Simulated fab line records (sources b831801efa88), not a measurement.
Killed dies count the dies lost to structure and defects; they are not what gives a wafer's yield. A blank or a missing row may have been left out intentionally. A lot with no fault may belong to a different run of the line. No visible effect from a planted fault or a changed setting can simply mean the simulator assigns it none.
fab line records -- flow sky130
record: lots: 12, wafers: 35, last-day: 50
route steps=708 shown VIA1@471 METAL2@486 VIA3@587 PAD_OPEN@708
lots that met no fault: from a run of the same line without faults
start-h: hours from the record's first day to the start of the lot's first wafer shown -- wait-h: hours elapsed since this lot's preceding step -- " as in the row above -- L1.1+2: a single row standing in for several wafers -- - value missing, or start not given -- * or withheld: withheld -- < > ~ a bound
route shown NAME@n: a module of which the file shows steps, and the number in the route of the first -- usual: the fault-free wafers' mean and standard deviation -- same: alike in all rows -- chamber/n: place in a boat -- sites: readings site by site -- _std_site: standard deviation of those values -- _edge_site: inner sites' mean taken away from outer sites' mean -- radius-mm: for every site, how far away it sits from the centre of the wafer -- mask NAME#n: copy n -- behind: the last tool/chamber to shape the wafer -- hold: what put the lot on hold/how long, in hours/how the hold closed -- device: whichever transistor did not switch (one of n, p or np) -- end of line: the tests these same wafers got at the end of their route -- a step with no rows: only its recipe -- killed: the dies lost at the first sort to structure and to defects; this is not the yield of the wafer -- map: per-die view of a wafer (x killed, . not killed, _ where there is no die)
set.NAME: the setting the step ran with; set.NAME@STEP: the setting that earlier step ran with -- model.NAME: the simulator's own value behind a step, which no gauge read
steps of the route over a sample of lots; a table a step, a row a wafer
services: a tool's chamber out of use, with start hour (start-h, from the record's first day; less than 0 if before it), hours out, and reason
== steps ==
step: SKY_VIA1_OVL_MEAS_13
usual: VIA1_OVL: 0/5.1
lot.wafer,tool,chamber,start-h,wait-h,VIA1_OVL[nm]
L334.1,overlay-02,-,820.12,0.1,1
L334.3,overlay-02,-,820.12,0.1,5
L334.6,overlay-02,-,820.12,0.1,6
L337.2,overlay-01,-,843.52,0.1,6
L337.5,overlay-01,-,843.52,0.1,6
L337.6,overlay-01,-,843.52,0.1,4
L339.1,overlay-01,-,848.57,0.1,-2
L339.4,overlay-01,-,848.57,0.1,0
L339.5,overlay-01,-,848.57,0.1,-3
L338.1,overlay-02,-,859.42,0.1,6
L338.4,overlay-02,-,859.42,0.1,8
L338.5,overlay-02,-,859.42,0.1,4
L340.1,overlay-01,-,874.51,0.1,-2
L340.3,overlay-01,-,874.51,0.1,2
L340.5,overlay-01,-,874.51,0.1,3
L347.1,overlay-01,-,910.77,0.1,-7
L347.2,overlay-01,-,910.77,0.1,1
L347.3,overlay-01,-,910.77,0.1,-7
L344.3,overlay-02,-,911.13,0.1,4
L344.5,overlay-02,-,911.13,0.1,6
L344.6,overlay-02,-,911.13,0.1,0
L345.3,overlay-01,-,911.48,0.1,-2
L345.5,overlay-01,-,911.48,0.1,6
L345.6,overlay-01,-,911.48,0.1,2
L348.2,overlay-02,-,912.12,0.1,7
L348.3,overlay-02,-,912.12,0.1,-1
L348.4,overlay-02,-,912.12,0.1,2
L354.4,overlay-01,-,940.09,0.1,1
L354.5,overlay-01,-,940.09,0.1,4
L355.1,overlay-01,-,951.31,0.1,0
L355.3,overlay-01,-,951.31,0.1,-4
L355.5,overlay-01,-,951.31,0.1,2
L357.1,overlay-02,-,960.22,0.1,-10
L357.2,overlay-02,-,960.22,0.1,-1
L357.6,overlay-02,-,960.22,0.1,1
step: SKY_METAL2_SPUTTER_03
recipe: material: Ti, target-thk-nm: 5, power-w: 3000, time-s: 3.3, chamber-pressure-pa: 0.4
usual: cathode-dc-power-W: 3000.0/0.54, throttle-valve-pct: 30.5/0.85
lot.wafer,tool,chamber,start-h,wait-h,cathode-dc-power-W,throttle-valve-pct
L334.1,pvd-sputter-02,-,821.58,0.0,3000.9,31.8
L334.3,pvd-sputter-02,-,821.58,0.0,2998.8,30.6
L334.6,pvd-sputter-02,-,821.58,0.0,2999.6,31.5
L337.2,pvd-sputter-04,-,844.94,0.0,2998.9,30.7
L337.5,pvd-sputter-04,-,844.94,0.0,2999.8,30.0
L337.6,pvd-sputter-04,-,844.94,0.0,2999.1,30.2
L339.1,pvd-sputter-04,-,850.00,0.0,3000.5,30.5
L339.4,pvd-sputter-04,-,850.00,0.0,2999.9,30.0
L339.5,pvd-sputter-04,-,850.00,0.0,3000.0,30.0
L338.1,pvd-sputter-02,-,860.93,0.0,2999.6,29.6
L338.4,pvd-sputter-02,-,860.93,0.0,3000.3,30.8
L338.5,pvd-sputter-02,-,860.93,0.0,3000.4,29.7
L340.1,pvd-sputter-02,-,876.00,0.0,2999.8,31.2
L340.3,pvd-sputter-02,-,876.00,0.0,3000.3,30.7
L340.5,pvd-sputter-02,-,876.00,0.0,2999.8,31.0
L347.1,pvd-sputter-02,-,912.19,0.0,3000.0,31.3
L347.2,pvd-sputter-02,-,912.19,0.0,3000.3,31.9
L347.3,pvd-sputter-02,-,912.19,0.0,3000.4,30.7
L344.3,pvd-sputter-01,-,912.54,0.0,2999.8,29.1
L344.5,pvd-sputter-01,-,912.54,0.0,2999.7,30.1
L344.6,pvd-sputter-01,-,912.54,0.0,3000.9,28.8
L345.3,pvd-sputter-02,-,912.89,0.0,3000.8,30.7
L345.5,pvd-sputter-02,-,912.89,0.0,2999.7,31.3
L345.6,pvd-sputter-02,-,912.89,0.0,2999.6,30.8
L348.2,pvd-sputter-01,-,913.79,0.0,3000.2,29.2
L348.3,pvd-sputter-01,-,913.79,0.0,2999.1,29.8
L348.4,pvd-sputter-01,-,913.79,0.0,3000.4,30.0
L354.4,pvd-sputter-01,-,941.60,0.0,3000.1,28.7
L354.5,pvd-sputter-01,-,941.60,0.0,3000.4,28.5
L355.1,pvd-sputter-02,-,952.78,0.0,3000.2,32.0
L355.3,pvd-sputter-02,-,952.78,0.0,3001.7,29.7
L355.5,pvd-sputter-02,-,952.78,0.0,2999.5,32.1
L357.1,pvd-sputter-04,-,961.64,0.0,2999.7,30.5
L357.2,pvd-sputter-04,-,961.64,0.0,3000.0,30.1
L357.6,pvd-sputter-04,-,961.64,0.0,2999.9,30.5
step: SKY_METAL2_CD_MEAS_15
recipe: target-cd-nm: 140
usual: cd-nm: 140.1/1.4
lot.wafer,tool,chamber,start-h,wait-h,cd-nm
L334.1,cd-sem-01,-,847.60,-,140.2
L334.3,cd-sem-01,-,847.60,-,140.0
L334.6,cd-sem-01,-,847.60,-,137.0
L337.2,cd-sem-01,-,870.11,-,142.2
L337.5,cd-sem-01,-,870.11,-,140.3
L337.6,cd-sem-01,-,870.11,-,142.3
L339.1,cd-sem-01,-,875.95,-,140.0
L339.4,cd-sem-01,-,875.95,-,140.1
L339.5,cd-sem-01,-,875.95,-,139.1
L338.1,cd-sem-01,-,886.20,-,141.0
L338.4,cd-sem-01,-,886.20,-,140.3
L338.5,cd-sem-01,-,886.20,-,140.5
L340.1,cd-sem-01,-,901.79,-,141.9
L340.3,cd-sem-01,-,901.79,-,141.3
L340.5,cd-sem-01,-,901.79,-,141.5
L347.1,cd-sem-02,-,936.64,-,142.8
L347.2,cd-sem-02,-,936.64,-,141.5
L347.3,cd-sem-02,-,936.64,-,140.1
L344.3,cd-sem-01,-,937.04,-,137.9
L344.5,cd-sem-01,-,937.04,-,139.6
L344.6,cd-sem-01,-,937.04,-,140.0
L345.3,cd-sem-01,-,937.69,-,140.0
L345.5,cd-sem-01,-,937.69,-,138.0
L345.6,cd-sem-01,-,937.69,-,140.0
L348.2,cd-sem-02,-,938.27,-,140.3
L348.3,cd-sem-02,-,938.27,-,138.5
L348.4,cd-sem-02,-,938.27,-,139.6
L354.4,cd-sem-01,-,965.51,-,138.0
L354.5,cd-sem-01,-,965.51,-,137.4
L355.1,cd-sem-02,-,976.45,-,142.6
L355.3,cd-sem-02,-,976.45,-,141.8
L355.5,cd-sem-02,-,976.45,-,142.2
L357.1,cd-sem-01,-,985.60,-,140.2
L357.2,cd-sem-01,-,985.60,-,140.7
L357.6,cd-sem-01,-,985.60,-,140.3
step: SKY_VIA3_ETCH_14
recipe: chemistry: N2/H2, target: BARC, ion-energy-ev: 200, source-w: 500, bias-w: 100, pressure-mtorr: 30, n2-flow-sccm: 100, h2-flow-sccm: 200, stop-on: SiO2, time-s: 45.9, target-depth-a: 600
usual: drypump-motor-current-A: 5.6/0.45, h2-flow-sccm: 200.0/0.66, oes-product-au: 0.854/0.0053, run-length-s: 74.2/0.51, throttle-valve-pct: 13.225/0.0091
lot.wafer,tool,chamber,start-h,wait-h,drypump-motor-current-A,h2-flow-sccm,oes-product-au,rf-hours-counter-h,run-length-s,throttle-valve-pct
L334.1,rie-diel-04,2,952.75,0.0,5.9,199.5,0.856,25,73.6,13.230
L334.3,rie-diel-04,2,952.75,0.0,5.9,199.2,0.860,-,73.7,13.223
L334.6,rie-diel-04,1,952.75,0.0,5.7,200.6,0.865,-,75.1,13.228
L337.2,rie-diel-03,0,974.10,0.0,5.8,200.2,0.856,8,74.5,13.219
L337.5,rie-diel-03,1,974.10,0.0,6.2,198.3,0.858,-,74.3,13.217
L337.6,rie-diel-03,2,974.10,0.0,4.8,200.1,0.850,-,74.8,13.238
L339.1,rie-diel-04,0,979.35,0.0,5.2,200.2,0.867,21,74.1,13.231
L339.4,rie-diel-04,3,979.35,0.0,5.6,199.3,0.855,10,74.2,13.232
L339.5,rie-diel-04,3,979.35,0.0,5.6,199.8,0.852,-,74.3,13.229
L338.1,rie-diel-03,1,987.75,0.0,6.2,200.0,0.858,10,74.2,13.237
L338.4,rie-diel-03,0,987.75,0.0,5.7,200.1,0.855,9,74.2,13.232
L338.5,rie-diel-03,3,987.75,0.0,5.6,200.2,0.850,-,73.9,13.229
L340.1,rie-diel-04,3,1003.91,0.0,5.6,201.2,0.858,11,74.1,13.234
L340.3,rie-diel-04,2,1003.91,0.0,5.9,200.2,0.857,27,73.9,13.219
L340.5,rie-diel-04,0,1003.91,0.0,5.2,200.4,0.855,-,73.7,13.231
L347.1,rie-diel-04,3,1033.16,0.0,5.5,199.5,0.846,12,74.2,13.232
L347.2,rie-diel-04,2,1033.16,0.0,6.0,200.2,0.860,28,73.5,13.222
L347.3,rie-diel-04,0,1033.16,0.0,5.2,198.8,0.857,23,73.8,13.218
L344.3,rie-diel-03,1,1034.60,0.0,6.2,200.4,0.859,11,74.1,13.222
L344.5,rie-diel-03,1,1034.60,0.0,6.2,200.1,0.859,-,74.3,13.225
L344.6,rie-diel-03,2,1034.60,0.0,4.8,200.3,0.848,-,74.8,13.225
L345.3,rie-diel-01,1,1036.31,0.0,5.3,200.4,0.857,13,73.8,13.207
L345.5,rie-diel-01,2,1036.31,0.0,5.5,199.8,0.851,-,74.0,13.242
L345.6,rie-diel-01,3,1036.31,0.0,5.5,200.1,0.858,-,74.9,13.205
L348.2,rie-diel-04,0,1036.96,0.0,5.2,200.7,0.854,23,73.6,13.236
L348.3,rie-diel-04,2,1036.96,0.0,5.9,200.3,0.843,28,73.8,13.217
L348.4,rie-diel-04,3,1036.96,0.0,5.5,199.9,0.850,12,74.9,13.207
L354.4,rie-diel-04,0,1061.51,0.0,5.2,200.3,0.781,24,81.3,13.226
L354.5,rie-diel-04,1,1061.51,0.0,5.7,199.9,0.791,-,82.3,13.221
L355.1,rie-diel-04,3,1072.12,0.0,5.5,200.3,0.865,13,74.3,13.230
L355.3,rie-diel-04,2,1072.12,0.0,5.9,200.3,0.848,29,73.6,13.241
L355.5,rie-diel-04,2,1072.12,0.0,5.9,200.2,0.780,-,81.2,13.218
L357.1,rie-diel-01,2,1080.51,0.0,5.5,199.0,0.854,15,74.0,13.214
L357.2,rie-diel-01,1,1080.51,0.0,5.3,200.6,0.854,14,74.2,13.202
L357.6,rie-diel-01,0,1080.51,0.0,6.7,200.3,0.859,-,73.2,13.234
step: SKY_PAD_OPEN_PROBE_99
usual: defect-limited-yield: 82.3/1.8, killed_at_M0_to_M3: 44/6.9, killed_at_M4_up: 3.3/1.7, killed-at-contacts: 24/5.5, killed-at-front-end: 16/4.5, killed-at-other: 0.2/0.46, killed-dies: 87/9.1, killed-open: 48/7.3, killed-short: 39/6.2, sort_bin_3_pad_short: 0.9/0.4, sort_bin_5_function: 10.4/1.5, sort_bin_6_memory: 6.4/1.2, sort-n-pass: 405/9.1, sort-yield-pct: 82.3/1.8
same: gross-dies: 492, killed-at-back-side: 0, sort_bin_4_leakage[%]: 0, sort_bin_8_speed[%]: 0
lot.wafer,tool,chamber,start-h,wait-h,defect-limited-yield[%],killed_at_M0_to_M3,killed_at_M4_up,killed-at-contacts,killed-at-front-end,killed-at-other,killed-dies,killed-open,killed-short,sort_bin_3_pad_short[%],sort_bin_5_function[%],sort_bin_6_memory[%],sort-n-pass,sort-yield-pct[%]
L334.1,prober-01,-,1097.86,0.1,83.7,38,0,26,16,0,80,45,34,1.0,9.3,5.9,412,83.7
L334.3,prober-01,-,1097.96,0.2,79.1,52,4,25,21,1,103,62,40,1.0,13.0,6.9,389,79.1
L334.6,prober-01,-,1098.11,0.2,82.5,43,1,25,17,0,86,50,33,0.6,10.0,6.9,406,82.5
L337.2,prober-01,-,1114.64,0.1,84.1,38,3,29,8,0,78,48,30,0.8,9.6,5.5,414,84.1
L337.5,prober-01,-,1114.79,0.2,81.5,48,4,20,18,1,91,47,44,1.0,11.6,5.9,401,81.5
L337.6,prober-01,-,1114.84,0.2,84.3,40,3,19,15,0,77,37,39,1.4,9.3,4.9,415,84.3
L339.1,prober-01,-,1118.37,0.1,82.7,47,2,16,20,0,85,54,31,0.8,11.6,4.9,407,82.7
L339.4,prober-01,-,1118.52,0.2,78.5,45,2,32,27,0,106,69,34,0.6,11.2,9.8,386,78.5
L339.5,prober-01,-,1118.57,0.2,80.7,44,1,31,19,0,95,46,49,0.4,13.2,5.7,397,80.7
L338.1,prober-02,-,1126.41,0.1,80.7,47,0,29,19,0,95,37,58,2.4,10.8,6.1,397,80.7
L338.4,prober-02,-,1126.56,0.2,81.5,52,2,15,22,0,91,48,42,0.4,11.2,6.9,401,81.5
L338.5,prober-02,-,1126.61,0.2,80.9,43,1,30,20,0,94,49,45,1.0,11.4,6.7,398,80.9
L340.1,prober-02,-,1142.12,0.1,84.8,33,1,27,14,0,75,36,37,0.8,8.1,6.3,417,84.8
L340.3,prober-02,-,1142.22,0.2,79.9,47,2,30,20,0,99,63,36,0.6,12.6,6.9,393,79.9
L340.5,prober-02,-,1142.32,0.2,81.7,43,4,26,16,1,90,45,41,0.4,11.6,6.3,402,81.7
L347.1,prober-01,-,1163.22,0.1,79.9,48,2,23,26,0,99,57,42,0.4,11.4,8.3,393,79.9
L347.2,prober-01,-,1163.27,0.1,84.1,36,8,20,14,0,78,43,35,0.8,7.7,7.3,414,84.1
L347.3,prober-01,-,1163.32,0.2,82.3,49,2,19,17,0,87,54,33,0.6,11.0,6.1,405,82.3
L344.3,prober-02,-,1165.12,0.2,81.7,41,3,27,19,0,90,39,51,0.6,8.9,8.7,402,81.7
L344.5,prober-02,-,1165.22,0.2,81.7,63,2,14,11,0,90,36,54,1.0,9.8,7.5,402,81.7
L344.6,prober-02,-,1165.27,0.2,81.5,49,3,29,10,0,91,51,40,1.4,10.4,6.7,401,81.5
L345.3,prober-01,-,1166.93,0.2,82.5,36,2,27,21,0,86,48,37,1.4,11.0,5.1,406,82.5
L345.5,prober-01,-,1167.03,0.2,80.5,40,5,28,23,0,96,58,38,0.4,12.4,6.7,396,80.5
L345.6,prober-01,-,1167.08,0.2,86.6,36,2,17,11,0,66,26,40,1.0,6.5,5.9,426,86.6
L348.2,prober-02,-,1168.31,0.1,82.9,40,4,26,14,0,84,41,43,1.0,10.0,6.1,408,82.9
L348.3,prober-02,-,1168.36,0.2,84.1,47,2,14,15,0,78,37,41,1.4,10.6,3.9,414,84.1
L348.4,prober-02,-,1168.41,0.2,84.1,43,0,27,8,0,78,43,35,1.0,9.6,5.3,414,84.1
L354.4,prober-01,-,1186.52,0.2,83.7,43,4,23,10,0,80,46,33,0.4,8.9,6.9,412,83.7
L354.5,prober-01,-,1186.57,0.2,83.1,33,5,27,18,0,83,47,36,1.0,8.9,6.9,409,83.1
L355.1,prober-02,-,1195.77,0.1,84.6,44,5,13,14,0,76,44,31,0.4,9.6,5.5,416,84.6
L355.3,prober-02,-,1195.87,0.2,83.7,39,4,28,9,0,80,45,35,0.8,8.1,7.3,412,83.7
L355.5,prober-02,-,1195.97,0.2,83.3,41,3,19,19,0,82,52,30,1.0,8.9,6.7,410,83.3
L357.1,prober-02,-,1200.02,0.1,85.4,39,5,19,9,0,72,51,21,0.6,8.1,5.9,420,85.4
L357.2,prober-02,-,1200.07,0.1,78.7,66,4,22,13,0,105,61,44,1.2,12.0,8.1,387,78.7
L357.6,prober-02,-,1200.27,0.2,86.2,36,3,20,9,0,68,43,25,0.6,8.5,4.7,424,86.2
killed by level:class
L334.1 LI_CONTACT:geometric-particle:open=10 METAL1:geometric-particle:short=9 CONTACT:geometric-particle:open=8 VIA2:geometric-particle:open=7 VIA1:geometric-particle:short=5 VIA1:geometric-particle:open=5 LOCAL_INTERCONNECT:geometric-particle:short=4 VIA2:geometric-particle:short=4
L334.3 VIA1:geometric-particle:open=13 CONTACT:geometric-particle:open=10 VIA3:geometric-particle:open=9 LI_CONTACT:geometric-particle:open=7 VIA1:geometric-particle:short=7 METAL2:geometric-particle:short=6 FIELD_ISO:geometric-particle:open=5 CONTACT:geometric-particle:short=4
L334.6 VIA1:geometric-particle:open=14 CONTACT:geometric-particle:open=10 LI_CONTACT:geometric-particle:open=6 LOCAL_INTERCONNECT:geometric-particle:short=5 METAL1:geometric-particle:short=5 VIA2:geometric-particle:short=5 FIELD_ISO:geometric-particle:short=4 VIA3:geometric-particle:open=4
L337.2 VIA1:geometric-particle:open=13 LI_CONTACT:geometric-particle:open=11 CONTACT:geometric-particle:open=10 LOCAL_INTERCONNECT:geometric-particle:short=5 VIA2:geometric-particle:open=4 METAL2:geometric-particle:short=4 METAL1:geometric-particle:short=3 VIA1:geometric-particle:short=3
L337.5 VIA1:geometric-particle:open=9 VIA3:geometric-particle:open=9 METAL1:geometric-particle:short=7 LI_CONTACT:geometric-particle:open=6 FIELD_ISO:geometric-particle:short=5 POLY_GATE:geometric-particle:open=5 LOCAL_INTERCONNECT:geometric-particle:short=5 CONTACT:geometric-particle:short=5
L337.6 VIA1:geometric-particle:open=9 FIELD_ISO:geometric-particle:short=6 METAL2:geometric-particle:short=6 CONTACT:geometric-particle:open=6 LI_CONTACT:geometric-particle:open=5 VIA2:geometric-particle:open=5 METAL3:geometric-particle:short=5 VIA3:geometric-particle:open=5
L339.1 VIA1:geometric-particle:open=14 VIA3:geometric-particle:open=9 VIA2:geometric-particle:open=8 FIELD_ISO:geometric-particle:open=6 METAL1:geometric-particle:short=6 FIELD_ISO:geometric-particle:short=5 POLY_GATE:geometric-particle:open=4 LI_CONTACT:geometric-particle:open=4
L339.4 VIA1:geometric-particle:open=14 CONTACT:geometric-particle:open=13 LI_CONTACT:geometric-particle:open=11 FIELD_ISO:geometric-particle:open=9 METAL1:geometric-particle:short=6 METAL2:geometric-particle:short=6 VIA3:geometric-particle:open=6 POLY_GATE:geometric-particle:open=5
L339.5 CONTACT:geometric-particle:open=11 LI_CONTACT:geometric-particle:open=8 FIELD_ISO:geometric-particle:short=7 VIA3:geometric-particle:short=7 VIA1:geometric-particle:short=7 CONTACT:geometric-particle:short=6 VIA2:geometric-particle:open=6 VIA3:geometric-particle:open=6
L338.1 METAL2:geometric-particle:short=8 VIA3:geometric-particle:short=8 FIELD_ISO:geometric-particle:short=7 CONTACT:geometric-particle:short=7 CONTACT:geometric-particle:open=7 VIA1:geometric-particle:open=7 LI_CONTACT:geometric-particle:open=6 VIA2:geometric-particle:open=6
L338.4 VIA1:geometric-particle:open=16 FIELD_ISO:geometric-particle:short=7 CONTACT:geometric-particle:open=7 METAL1:geometric-particle:short=7 VIA1:geometric-particle:short=6 FIELD_ISO:geometric-particle:open=4 POLY_GATE:geometric-particle:short=4 POLY_GATE:geometric-particle:open=4
L338.5 CONTACT:geometric-particle:open=11 METAL2:geometric-particle:short=8 VIA1:geometric-particle:open=8 VIA3:geometric-particle:open=8 CONTACT:geometric-particle:short=7 POLY_GATE:geometric-particle:short=6 LOCAL_INTERCONNECT:geometric-particle:short=6 VIA2:geometric-particle:open=6
L340.1 CONTACT:geometric-particle:open=12 VIA2:geometric-particle:open=6 FIELD_ISO:geometric-particle:short=5 VIA1:geometric-particle:open=5 VIA1:geometric-particle:short=5 LOCAL_INTERCONNECT:geometric-particle:short=4 CONTACT:geometric-particle:short=4 METAL2:geometric-particle:short=4
L340.3 CONTACT:geometric-particle:open=14 VIA3:geometric-particle:open=10 LI_CONTACT:geometric-particle:open=8 VIA1:geometric-particle:open=8 FIELD_ISO:geometric-particle:short=7 VIA2:geometric-particle:open=7 FIELD_ISO:geometric-particle:open=6 METAL1:geometric-particle:short=5
L340.5 CONTACT:geometric-particle:open=10 VIA2:geometric-particle:open=8 METAL2:geometric-particle:short=8 VIA3:geometric-particle:open=7 LI_CONTACT:geometric-particle:open=6 CONTACT:geometric-particle:short=6 VIA1:geometric-particle:open=6 FIELD_ISO:geometric-particle:short=5
L347.1 VIA1:geometric-particle:open=13 POLY_GATE:geometric-particle:short=9 CONTACT:geometric-particle:open=8 FIELD_ISO:geometric-particle:open=7 VIA2:geometric-particle:open=7 CONTACT:geometric-particle:short=6 METAL3:geometric-particle:short=6 VIA1:geometric-particle:short=5
L347.2 VIA1:geometric-particle:open=11 LI_CONTACT:geometric-particle:open=8 CONTACT:geometric-particle:open=8 POLY_GATE:geometric-particle:short=5 FIELD_ISO:geometric-particle:short=4 FIELD_ISO:geometric-particle:open=4 VIA3:geometric-particle:open=4 METAL2:geometric-particle:short=4
L347.3 VIA2:geometric-particle:open=11 VIA1:geometric-particle:open=10 VIA3:geometric-particle:open=9 POLY_GATE:geometric-particle:short=7 VIA3:geometric-particle:short=6 FIELD_ISO:geometric-particle:open=5 CONTACT:geometric-particle:open=5 LI_CONTACT:geometric-particle:open=4
L344.3 LI_CONTACT:geometric-particle:open=8 METAL1:geometric-particle:short=8 METAL2:geometric-particle:short=7 FIELD_ISO:geometric-particle:open=6 POLY_GATE:geometric-particle:short=6 VIA1:geometric-particle:short=6 CONTACT:geometric-particle:short=6 VIA2:geometric-particle:open=6
L344.5 VIA1:geometric-particle:open=13 VIA1:geometric-particle:short=9 METAL2:geometric-particle:short=9 VIA3:geometric-particle:open=9 VIA3:geometric-particle:short=8 METAL1:geometric-particle:short=7 FIELD_ISO:geometric-particle:short=6 CONTACT:geometric-particle:short=4
L344.6 CONTACT:geometric-particle:open=13 VIA1:geometric-particle:open=11 VIA2:geometric-particle:open=10 METAL1:geometric-particle:short=7 LI_CONTACT:geometric-particle:open=6 VIA3:geometric-particle:open=5 METAL2:geometric-particle:short=5 LOCAL_INTERCONNECT:geometric-particle:short=4
L345.3 LI_CONTACT:geometric-particle:open=8 LOCAL_INTERCONNECT:geometric-particle:short=8 CONTACT:geometric-particle:open=8 VIA3:geometric-particle:open=8 METAL1:geometric-particle:short=7 POLY_GATE:geometric-particle:open=6 VIA2:geometric-particle:open=6 POLY_GATE:geometric-particle:short=4
L345.5 CONTACT:geometric-particle:open=9 VIA1:geometric-particle:open=8 LI_CONTACT:geometric-particle:open=8 VIA3:geometric-particle:open=8 FIELD_ISO:geometric-particle:open=7 CONTACT:geometric-particle:short=7 POLY_GATE:geometric-particle:open=5 VIA1:geometric-particle:short=5
L345.6 METAL2:geometric-particle:short=8 METAL1:geometric-particle:short=6 LI_CONTACT:geometric-particle:open=5 CONTACT:geometric-particle:short=5 VIA1:geometric-particle:open=4 VIA1:geometric-particle:short=4 VIA3:geometric-particle:open=4 FIELD_ISO:geometric-particle:open=3
L348.2 LOCAL_INTERCONNECT:geometric-particle:short=13 VIA1:geometric-particle:open=9 VIA3:geometric-particle:open=8 CONTACT:geometric-particle:open=6 METAL1:geometric-particle:short=6 VIA1:geometric-particle:short=4 POLY_GATE:geometric-particle:open=3 POLY_GATE:geometric-particle:short=3
L348.3 VIA1:geometric-particle:open=11 METAL1:geometric-particle:short=8 METAL2:geometric-particle:short=7 CONTACT:geometric-particle:open=6 VIA3:geometric-particle:open=5 FIELD_ISO:geometric-particle:short=4 METAL3:geometric-particle:short=4 FIELD_ISO:geometric-particle:open=3
L348.4 CONTACT:geometric-particle:open=11 VIA1:geometric-particle:short=6 VIA1:geometric-particle:open=6 VIA2:geometric-particle:open=6 LI_CONTACT:geometric-particle:open=5 LOCAL_INTERCONNECT:geometric-particle:short=5 METAL2:geometric-particle:short=5 VIA3:geometric-particle:open=5
L354.4 VIA1:geometric-particle:open=11 VIA2:geometric-particle:open=11 METAL1:geometric-particle:short=8 LI_CONTACT:geometric-particle:open=7 CONTACT:geometric-particle:open=7 CONTACT:geometric-particle:short=5 METAL2:geometric-particle:short=4 POLY_GATE:geometric-particle:open=3
L354.5 CONTACT:geometric-particle:open=9 VIA1:geometric-particle:open=8 LI_CONTACT:geometric-particle:open=7 POLY_GATE:geometric-particle:open=6 VIA1:geometric-particle:short=5 METAL2:geometric-particle:short=5 VIA3:geometric-particle:open=5 POLY_GATE:geometric-particle:short=4
L355.1 VIA1:geometric-particle:open=12 VIA2:geometric-particle:open=7 LI_CONTACT:geometric-particle:open=6 VIA3:geometric-particle:open=6 VIA3:geometric-particle:short=5 FIELD_ISO:geometric-particle:open=4 VIA2:geometric-particle:short=4 POLY_CUT:geometric-particle:open=3
L355.3 VIA1:geometric-particle:open=13 LI_CONTACT:geometric-particle:open=11 LI_CONTACT:geometric-particle:short=6 CONTACT:geometric-particle:open=5 CONTACT:geometric-particle:short=5 METAL1:geometric-particle:short=5 METAL2:geometric-particle:short=5 FIELD_ISO:geometric-particle:open=4
L355.5 VIA1:geometric-particle:open=11 VIA3:geometric-particle:open=10 FIELD_ISO:geometric-particle:open=7 CONTACT:geometric-particle:open=7 VIA1:geometric-particle:short=7 POLY_GATE:geometric-particle:open=5 LI_CONTACT:geometric-particle:open=5 FIELD_ISO:geometric-particle:short=3
L357.1 CONTACT:geometric-particle:open=10 VIA3:geometric-particle:open=8 VIA2:geometric-particle:open=6 METAL2:geometric-particle:short=5 METAL2:geometric-particle:open=5 LI_CONTACT:geometric-particle:open=4 POLY_GATE:geometric-particle:open=3 METAL1:geometric-particle:short=3
L357.2 VIA1:geometric-particle:open=18 VIA3:geometric-particle:open=10 METAL1:geometric-particle:short=9 LI_CONTACT:geometric-particle:open=7 VIA2:geometric-particle:open=7 CONTACT:geometric-particle:open=6 LOCAL_INTERCONNECT:geometric-particle:short=5 VIA3:geometric-particle:short=5
L357.6 VIA1:geometric-particle:open=10 CONTACT:geometric-particle:open=8 LI_CONTACT:geometric-particle:open=7 VIA2:geometric-particle:open=7 METAL1:geometric-particle:short=4 CONTACT:geometric-particle:short=3 VIA1:geometric-particle:short=3 METAL2:geometric-particle:short=3
== services ==
tool,chamber,start-h,hours,kind
rie-diel-03,-,808.84,0.5,repair
pvd-sputter-04,-,819.20,1.4,repair
rie-diel-01,0,826.50,8.2,repair
rie-diel-01,3,865.09,3.4,repair
rie-diel-03,3,870.26,-,clean
rie-diel-03,3,870.26,14.5,scheduled-down
rie-diel-03,3,870.26,14.5,vent-cycle
pvd-sputter-01,-,923.36,0.9,repair
pvd-sputter-02,-,924.80,1.3,repair
rie-diel-03,3,928.05,8.1,repair
rie-diel-03,2,929.55,5.7,repair
rie-diel-04,3,946.87,6.0,repair
rie-diel-04,0,951.33,2.6,repair
rie-diel-01,0,958.66,5.5,repair
pvd-sputter-01,-,989.38,2.5,repair
rie-diel-03,2,997.11,8.1,repair
pvd-sputter-02,-,1006.46,2.3,repair
rie-diel-01,0,1019.76,6.4,repair
rie-diel-01,0,1045.40,2.2,repair
pvd-sputter-01,-,1050.80,14.9,repair
rie-diel-01,3,1061.44,2.4,repair
rie-diel-01,-,1075.21,5.2,repair
== key ==
first-sign: step: SKY_VIA3_ETCH_14, reading: run-length-s, direction: up, sigmas: 14, usual: *, struck: *
effect: step: SKY_VIA3_ETCH_14, reading: oes-product-au, direction: down, sigmas: 13, usual: 0.854, struck: 0.784
met-at SKY_VIA3_ETCH_14
struck-lots L354,L355
struck-wafers L354.4,L354.5,L355.5
not-acting-at SKY_VIA1_OVL_MEAS_13,SKY_METAL2_SPUTTER_03,SKY_METAL2_CD_MEAS_15
onset-between 1036.96 1061.51
fault: kind: process-parameter-drift, tool: rie-diel-04, chamber: -, onset-h: 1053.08, steps: SKY_VIA3_ETCH_14, channel: time-s, offset: *, shape: step, end-h: 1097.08, scope: struck-wafers-only, acts-in: *, stated: *
